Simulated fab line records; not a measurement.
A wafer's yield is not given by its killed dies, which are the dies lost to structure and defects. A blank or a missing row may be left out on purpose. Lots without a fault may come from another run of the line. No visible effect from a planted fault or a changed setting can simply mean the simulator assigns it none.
Which of the tools did it? :: flow sky130 :: 9 lots, 27 wafers sampled, at 6 steps of a route of 708

== WHAT THE GAUGES SHOWED, per wafer ==
SKY_CAPM_RS_MEAS_03: uses a four-point probe to measure.
lot: L951
measured: day 37 20:07
on: filmMetro-04
CAPM_TIN_RS (ohm/sq): 6.89 6.91 6.90

lot: L953
measured: day 38 15:47
on: filmMetro-02
CAPM_TIN_RS (ohm/sq): 6.94 6.94 6.92

lot: L954
measured: day 38 23:11
on: filmMetro-04
CAPM_TIN_RS (ohm/sq): 7.91 8.00 7.92

lot: L955
measured: day 39 00:56
on: filmMetro-04
CAPM_TIN_RS (ohm/sq): 8.12 8.22 8.06

lot: L956
measured: day 39 04:55
on: filmMetro-02
CAPM_TIN_RS (ohm/sq): 7.83 8.08 7.96

lot: L961
measured: day 41 00:06
on: filmMetro-04
CAPM_TIN_RS (ohm/sq): 6.84 6.95 6.96

lot: L966
measured: day 42 10:16
on: filmMetro-04
CAPM_TIN_RS (ohm/sq): 6.91 6.96 6.93

lot: L969
measured: day 42 23:15
on: filmMetro-03
CAPM_TIN_RS (ohm/sq): 6.97 7.04 7.13

lot: L970
measured: day 43 08:18
on: filmMetro-02
CAPM_TIN_RS (ohm/sq): 6.93 6.99 7.02

SKY_CAPM_THK_MEAS_04: measures by xrf.
lot: L951
measured: day 37 20:13
on: filmMetro-04
CAPM_TIN_THK (nm): 196.8 196.0 196.9

lot: L953
measured: day 38 15:55
on: filmMetro-02
CAPM_TIN_THK (nm): 197.8 196.9 198.5

lot: L954
measured: day 38 23:17
on: filmMetro-04
CAPM_TIN_THK (nm): 172.1 169.8 170.9

lot: L955
measured: day 39 01:04
on: filmMetro-04
CAPM_TIN_THK (nm): 166.8 165.2 168.1

lot: L956
measured: day 39 05:02
on: filmMetro-02
CAPM_TIN_THK (nm): 175.1 169.7 171.4

lot: L961
measured: day 41 00:13
on: filmMetro-04
CAPM_TIN_THK (nm): 198.7 196.4 195.7

lot: L966
measured: day 42 10:22
on: filmMetro-04
CAPM_TIN_THK (nm): 197.5 194.6 196.1

lot: L969
measured: day 42 23:22
on: filmMetro-03
CAPM_TIN_THK (nm): 195.3 193.3 190.5

lot: L970
measured: day 43 08:25
on: filmMetro-02
CAPM_TIN_THK (nm): 196.9 193.3 193.4

SKY_CAPM_OVL_MEAS_12.
lot: L951
measured: day 38 21:58
on: overlay-02
CAPM_OVL (nm): 0.6 0.7 -3.2

lot: L953
measured: day 39 16:36
on: overlay-01
CAPM_OVL (nm): -0.4 0.9 0.3

lot: L954
measured: day 39 23:55
on: overlay-02
CAPM_OVL (nm): 0.2 -0.2 -1.4

lot: L955
measured: day 40 01:31
on: overlay-02
CAPM_OVL (nm): -0.6 -2.8 -2.2

lot: L956
measured: day 40 06:09
on: overlay-01
CAPM_OVL (nm): -2.2 0.1 1.4

lot: L961
measured: day 42 00:09
on: overlay-02
CAPM_OVL (nm): 1.5 0.9 -0.1

lot: L966
measured: day 43 09:01
on: overlay-02
CAPM_OVL (nm): 0.9 1.6 1.4

lot: L969
measured: day 43 22:17
on: overlay-02
CAPM_OVL (nm): -1.8 -1.8 -2.3

lot: L970
measured: day 44 06:41
on: overlay-02
CAPM_OVL (nm): 1.7 -0.9 0.3

== WHICH TOOL RAN EACH LOT (tool, then ch and the chambers of the sampled wafers, then the start) ==
lot: L951
SKY_METAL2_DESCUM_17: rieMetal-01 ch 0,1, day 36 14:22
SKY_METAL3_SPUTTER_04: pvdSputter-01, day 37 19:50
SKY_CAPM_SPUTTER_02: pvdSputter-03, day 37 19:58

lot: L953
SKY_METAL2_DESCUM_17: rieMetal-01 ch 0,1, day 37 10:10
SKY_METAL3_SPUTTER_04: pvdSputter-03, day 38 15:33
SKY_CAPM_SPUTTER_02: pvdSputter-04, day 38 15:41

lot: L954
SKY_METAL2_DESCUM_17: rieMetal-01 ch 0,1, day 37 17:55
SKY_METAL3_SPUTTER_04: pvdSputter-04, day 38 22:54
SKY_CAPM_SPUTTER_02: pvdSputter-03, day 38 23:02

lot: L955
SKY_METAL2_DESCUM_17: rieMetal-03 ch 0,1, day 37 19:46
SKY_METAL3_SPUTTER_04: pvdSputter-01, day 39 00:42
SKY_CAPM_SPUTTER_02: pvdSputter-03, day 39 00:50

lot: L956
SKY_METAL2_DESCUM_17: rieMetal-01 ch 0,1, day 37 23:55
SKY_METAL3_SPUTTER_04: pvdSputter-01, day 39 04:41
SKY_CAPM_SPUTTER_02: pvdSputter-03, day 39 04:49

lot: L961
SKY_METAL2_DESCUM_17: rieMetal-04 ch 0,1, day 39 19:50
SKY_METAL3_SPUTTER_04: pvdSputter-04, day 40 23:50
SKY_CAPM_SPUTTER_02: pvdSputter-04, day 40 23:59

lot: L966
SKY_METAL2_DESCUM_17: rieMetal-01 ch 0,1, day 41 06:55
SKY_METAL3_SPUTTER_04: pvdSputter-03, day 42 09:59
SKY_CAPM_SPUTTER_02: pvdSputter-03, day 42 10:07

lot: L969
SKY_METAL2_DESCUM_17: rieMetal-04 ch 0,1, day 41 21:50
SKY_METAL3_SPUTTER_04: pvdSputter-01, day 42 22:59
SKY_CAPM_SPUTTER_02: pvdSputter-03, day 42 23:07

lot: L970
SKY_METAL2_DESCUM_17: rieMetal-01 ch 0,1, day 42 05:22
SKY_METAL3_SPUTTER_04: pvdSputter-04, day 43 08:02
SKY_CAPM_SPUTTER_02: pvdSputter-03, day 43 08:10
- SKY_METAL2_DESCUM_17: chemistry O2, time 8 s.
- SKY_METAL3_SPUTTER_04: material TiN, target thk 70 nm, time 58.3 s.
- SKY_CAPM_SPUTTER_02: material TiN, target thk 200 nm, time 166.7 s.

== AS READ BY THE TOOLS THEMSELVES (means over the sampled wafers that have a number; for cases with no such wafer, the mark the record gives instead) ==
SKY_METAL2_DESCUM_17.
lot: L951
tool: rieMetal-01
drypumpMotorCurrentA (A): 5.7
heBacksideLeakSccm (sccm): 3.1
oesProductAu (a.u.): 1.005
rfFwdPowerW (W): 147.8

lot: L953
tool: rieMetal-01
drypumpMotorCurrentA (A): 5.7
heBacksideLeakSccm (sccm): 3.3
oesProductAu (a.u.): 0.998
rfFwdPowerW (W): 146.9

lot: L954
tool: rieMetal-01
drypumpMotorCurrentA (A): 5.8
heBacksideLeakSccm (sccm): 3.4
oesProductAu (a.u.): 1.005
rfFwdPowerW (W): 146.8

lot: L955
tool: rieMetal-03
drypumpMotorCurrentA (A): 5.6
heBacksideLeakSccm (sccm): 3.3
oesProductAu (a.u.): 0.989
rfFwdPowerW (W): 147.3

lot: L956
tool: rieMetal-01
drypumpMotorCurrentA (A): 5.6
heBacksideLeakSccm (sccm): 3.0
oesProductAu (a.u.): 1.008
rfFwdPowerW (W): 147.7

lot: L961
tool: rieMetal-04
drypumpMotorCurrentA (A): 6.0
heBacksideLeakSccm (sccm): 3.3
oesProductAu (a.u.): 1.021
rfFwdPowerW (W): 146.3

lot: L966
tool: rieMetal-01
drypumpMotorCurrentA (A): 5.8
heBacksideLeakSccm (sccm): 3.2
oesProductAu (a.u.): 1.024
rfFwdPowerW (W): 146.7

lot: L969
tool: rieMetal-04
drypumpMotorCurrentA (A): 6.1
heBacksideLeakSccm (sccm): 3.2
oesProductAu (a.u.): 1.011
rfFwdPowerW (W): 146.3

lot: L970
tool: rieMetal-01
drypumpMotorCurrentA (A): 5.6
heBacksideLeakSccm (sccm): 3.2
oesProductAu (a.u.): 1.013
rfFwdPowerW (W): 147.2

SKY_METAL3_SPUTTER_04.
lot: L951
tool: pvdSputter-01
cathodeDcPowerW (W): 6499.3
throttleValvePct (%): 29.7

lot: L953
tool: pvdSputter-03
cathodeDcPowerW (W): 6499.3
throttleValvePct (%): 30.1

lot: L954
tool: pvdSputter-04
cathodeDcPowerW (W): 6501.2
throttleValvePct (%): 29.3

lot: L955
tool: pvdSputter-01
cathodeDcPowerW (W): 6500.1
throttleValvePct (%): 29.6

lot: L956
tool: pvdSputter-01
cathodeDcPowerW (W): 6499.3
throttleValvePct (%): 29.3

lot: L961
tool: pvdSputter-04
cathodeDcPowerW (W): 6499.6
throttleValvePct (%): 29.7

lot: L966
tool: pvdSputter-03
cathodeDcPowerW (W): 6499.9
throttleValvePct (%): 30.1

lot: L969
tool: pvdSputter-01
cathodeDcPowerW (W): 6500.6
throttleValvePct (%): 30.1

lot: L970
tool: pvdSputter-04
cathodeDcPowerW (W): 6500.1
throttleValvePct (%): 29.9

SKY_CAPM_SPUTTER_02.
lot: L951
tool: pvdSputter-03
cathodeDcPowerW (W): 6500.7
throttleValvePct (%): 29.9

lot: L953
tool: pvdSputter-04
cathodeDcPowerW (W): 6499.5
throttleValvePct (%): 29.7

lot: L954
tool: pvdSputter-03
cathodeDcPowerW (W): 5713.0
throttleValvePct (%): 28.7

lot: L955
tool: pvdSputter-03
cathodeDcPowerW (W): 5712.5
throttleValvePct (%): 29.9

lot: L956
tool: pvdSputter-03
cathodeDcPowerW (W): 5713.3
throttleValvePct (%): 30.0

lot: L961
tool: pvdSputter-04
cathodeDcPowerW (W): 6500.6
throttleValvePct (%): 29.4

lot: L966
tool: pvdSputter-03
cathodeDcPowerW (W): 6500.3
throttleValvePct (%): 29.5

lot: L969
tool: pvdSputter-03
cathodeDcPowerW (W): 6499.2
throttleValvePct (%): 30.2

lot: L970
tool: pvdSputter-03
cathodeDcPowerW (W): 6501.3
throttleValvePct (%): 30.7

== THE ANSWER, worked out from the rows above alone ==
Rule: what is usual is taken from the lots themselves. The widest of any qualifying gaps counts: lots, ordered by their means at a reading, are off when they make up no more than a third of the lots, leave a main group of 4 or more, and stand apart from it by 3 or more times the standard deviation of that group's means. Not used: any main group whose means are identical at the precision the tables above print for the reading. A lot without any number at a reading at which 4 lots or more have one is off too. All remaining lots with rows at the step are treated as sound. The gauges are gone through in route order, then the tools' own readings, and for those a lot's mean is taken as printed above. The first step at which some lot is off is used, and at that step the reading that is off furthest; a lot without a number counts as furthest.
Off: L954, L955, L956, at SKY_CAPM_RS_MEAS_03 (CAPM_TIN_RS). The main group: mean 6.95 ohm/sq, standard deviation 0.049.
A tool fits if, at a process step before that reading, it ran every lot that is off, and no sound lot after the first of them. The gauges at SKY_CAPM_RS_MEAS_03 aren't tried: what is off there is off at SKY_CAPM_SPUTTER_02 too, on other tools, and a gauge's error can't cause that. Not one of the candidates tried fits.

== WHAT WAS PUT IN BY THE SIMULATOR ==
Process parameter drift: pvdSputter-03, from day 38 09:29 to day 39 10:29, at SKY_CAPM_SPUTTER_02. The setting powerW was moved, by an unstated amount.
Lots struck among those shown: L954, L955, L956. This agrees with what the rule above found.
